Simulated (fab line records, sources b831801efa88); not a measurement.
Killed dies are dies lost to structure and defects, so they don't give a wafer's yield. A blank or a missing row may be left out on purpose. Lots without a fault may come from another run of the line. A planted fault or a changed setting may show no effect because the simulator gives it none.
A struck lot beside a sound one | flow sfq_line | 18 steps out of a route of 325
Sound: wafers L120.1, L120.2, L120.3. Struck: wafer L132.4. (L132.2, L132.6 of the same lot were not struck and are left out.) The cause comes at the end.
At each step with rows: each side's tool, then ch and its chambers, then its first start. Under that, the readings that differ: sound wafers | struck wafers | difference of the means | sigmas: that difference in standard deviations of wafers without a fault.
alike: readings whose means differ by less than 2 such deviations, and words and numbers that are the same on both sides. not compared: withheld readings, readings that some wafer has no value for, bounds like >300 that may hide the same value, and numbers for which the record gives no deviation and whose values overlap.
The two part at a step that has a row with sigmas, a row that says differs or no value, or rows on one side only. Numbers that don't overlap but have no deviation are shown without sigmas and don't part them. A reading that every wafer of one side lacks parts them only if that side has two wafers or more.

SFQ_TRILAYER_A5B_DEP_PECVD_129: deposits SiO2 from SiH4/N2O, time 133.33 s, target thk 600 nm.
  sound on pecvd-03 ch 0,1,2, day 55 10:07; struck on pecvd-01 ch 0, day 64 21:12
  alike: heater_power_w, rf_fwd_power_W, throttle_valve_pct
SFQ_TRILAYER_A5B_CMP_CMP_130: polishes, stops on Nb, target thk 340.7 nm.
  sound on cmp-02 ch 1,2,3, day 55 11:43; struck on cmp-02 ch 2, day 65 04:53
  reading                 | sound             | struck | difference | sigmas
  head_pressure_psi (psi) | 3.002 2.989 3.012 | 3.016  | +0.015     | +2
  alike: motor_current_A
SFQ_TRILAYER_A5B_METRO_MEASURE_131:
  sound on film_metro-03, day 55 14:43; struck on film_metro-04, day 65 08:05
  alike: thk_nm
then, 1 step without rows for these wafers: SFQ_TRILAYER_R5_DEP_SPUTTER_132 (material Ti, target thk 5 nm, time 5 s).
SFQ_TRILAYER_R5_DEP_SPUTTER_133: material MoNx, target thk 40 nm, time 66.7 s.
  sound on pvd_sputter-06, day 55 15:56; struck on pvd_sputter-06, day 65 09:07
  alike: throttle_valve_pct
SFQ_TRILAYER_R5_DEP_SPUTTER_134: material Ti, target thk 5 nm, time 5 s.
  sound on pvd_sputter-06, day 55 15:59; struck on pvd_sputter-06, day 65 09:10
  alike: throttle_valve_pct
SFQ_R5_RS_MEAS_933: measures by four-point-probe.
  sound on film_metro-02, day 55 16:01; struck on film_metro-01, day 65 09:13
  alike: R5_MONX_RS
SFQ_R5_THK_MEAS_934: measures by xrf.
  sound on film_metro-02, day 55 16:08; struck on film_metro-01, day 65 09:19
  alike: R5_MONX_THK
then, 4 steps without rows for these wafers: SFQ_TRILAYER_R5_LITHO_COAT_141 (resist thk 62 nm); SFQ_TRILAYER_R5_LITHO_COAT_136 (resist thk 600 nm); SFQ_TRILAYER_R5_LITHO_SOFTBAKE_140; SFQ_TRILAYER_R5_LITHO_EXPOSE_137 (exposes mask R5, target cd 500 nm).
SFQ_TRILAYER_R5_LITHO_PEB_139: peb time 60 s.
  sound on litho_track-03 ch 0, day 56 04:10; struck on litho_track-01 ch 0, day 65 11:33
  alike: exhaust_pa
then, 1 step without rows for these wafers: SFQ_TRILAYER_R5_LITHO_DEVELOP_138 (time 60 s).
SFQ_R5_OVL_MEAS_935:
  sound on overlay-01, day 56 04:28; struck on overlay-01, day 65 11:50
  alike: R5_OVL
SFQ_TRILAYER_R5_BARC_OPEN_METAL_ETCH_177: etches BARC in O2, target depth 125 nm, time 41.7 s.
  sound on rie_metal-03 ch 0,1, day 56 04:31; struck on rie_metal-04 ch 1, day 65 11:52
  reading                     | sound           | struck | difference | sigmas
  drypump_motor_current_A (A) | 6.3 6.4 6.4     | 5.1    | -1.3       | -2
  model.R5.cd_nm (nm)         | 500 498.7 500.4 | 492.5  | -7.2       |
  alike: oes_product_au, rf_fwd_power_W
  not compared: rf_hours_counter_h
SFQ_TRILAYER_R5_ETCH_METAL_ETCH_139: etches the open film in Cl2, stops on SiO2, target depth 60 nm, time 40 s.
  sound on rie_metal-03 ch 0,1, day 56 04:34; struck on rie_metal-04 ch 1, day 65 11:55
  reading                     | sound             | struck | difference | sigmas
  drypump_motor_current_A (A) | 6.3 6.4 6.4       | 5.0    | -1.4       | -2
  model.R5.cd_nm (nm)         | 499.4 498.7 500.5 | 492.5  | -7.0       |
  alike: oes_product_au, rf_fwd_power_W
  not compared: rf_hours_counter_h
then, 1 step without rows for these wafers: SFQ_TRILAYER_R5_STRIP_STRIP_140 (strips in O2).

WHERE THEY PART
First at SFQ_TRILAYER_A5B_CMP_CMP_130; last, within this record, at SFQ_TRILAYER_R5_ETCH_METAL_ETCH_139.

WHY: what the simulator had put in
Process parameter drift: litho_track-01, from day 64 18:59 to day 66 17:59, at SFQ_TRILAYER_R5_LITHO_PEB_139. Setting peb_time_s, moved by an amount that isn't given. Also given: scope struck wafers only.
